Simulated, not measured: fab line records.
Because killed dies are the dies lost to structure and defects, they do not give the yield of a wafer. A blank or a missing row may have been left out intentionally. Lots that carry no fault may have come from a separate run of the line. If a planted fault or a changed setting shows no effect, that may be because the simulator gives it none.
Which of the tools did it? / flow gf180mcu / 6 lots with 18 wafers sampled at 2 steps, on a route of 602 steps

WHAT THE GAUGES SHOWED, per wafer
GF_MIM_THK_MEAS_06.
lot=L101; measured=day 25 08:29; on=film_metro-01; MIM_CVD_05_THK (nm)=41.4 41.4 41.3
lot=L103; measured=day 26 06:44; on=film_metro-04; MIM_CVD_05_THK (nm)=41.5 41.5 42.7
lot=L105; measured=day 26 19:16; on=film_metro-04; MIM_CVD_05_THK (nm)=41.0 42.2 41.5
lot=L112; measured=day 29 09:16; on=film_metro-04; MIM_CVD_05_THK (nm)=42.0 41.9 43.1
lot=L115; measured=day 29 19:03; on=film_metro-04; MIM_CVD_05_THK (nm)=41.6 42.0 42.6
lot=L119; measured=day 30 21:14; on=film_metro-04; MIM_CVD_05_THK (nm)=42.3 41.8 42.5

EACH LOT AND THE TOOL THAT RAN IT (in order: tool; ch and the chambers of the sampled wafers; start)
lot=L101; GF_M4_METAL_ETCH_16=rie_metal-04 ch 0,1, day 24 07:44
lot=L103; GF_M4_METAL_ETCH_16=rie_metal-03 ch 1, day 25 06:05
lot=L105; GF_M4_METAL_ETCH_16=rie_metal-04 ch 0,1, day 25 19:18
lot=L112; GF_M4_METAL_ETCH_16=rie_metal-04 ch 0,1, day 28 10:14
lot=L115; GF_M4_METAL_ETCH_16=rie_metal-04 ch 0,1, day 28 20:50
lot=L119; GF_M4_METAL_ETCH_16=rie_metal-03 ch 0,1, day 30 00:22
- GF_M4_METAL_ETCH_16: etches the open film in Cl2/BCl3, stops on SiO2, target depth 750.8 nm, time 125.1 s.

THE ANSWER, worked out from the rows above alone
Rule: what is usual is taken from the lots themselves. The widest of any qualifying gaps counts: lots, ordered by their means at a reading, are off when they make up no more than a third of the lots, leave a main group of 4 or more, and stand apart from it by 3 or more times the standard deviation of that group's means. The tables above print the reading to a certain number of digits; a main group whose means all agree to those digits is not used. Also off: a lot with no number at a reading for which 4 or more lots have one. Any other lot the step has rows for is counted as sound.
No lot is off at any reading shown: from this, nothing can be told.

WHAT WAS PUT IN BY THE SIMULATOR
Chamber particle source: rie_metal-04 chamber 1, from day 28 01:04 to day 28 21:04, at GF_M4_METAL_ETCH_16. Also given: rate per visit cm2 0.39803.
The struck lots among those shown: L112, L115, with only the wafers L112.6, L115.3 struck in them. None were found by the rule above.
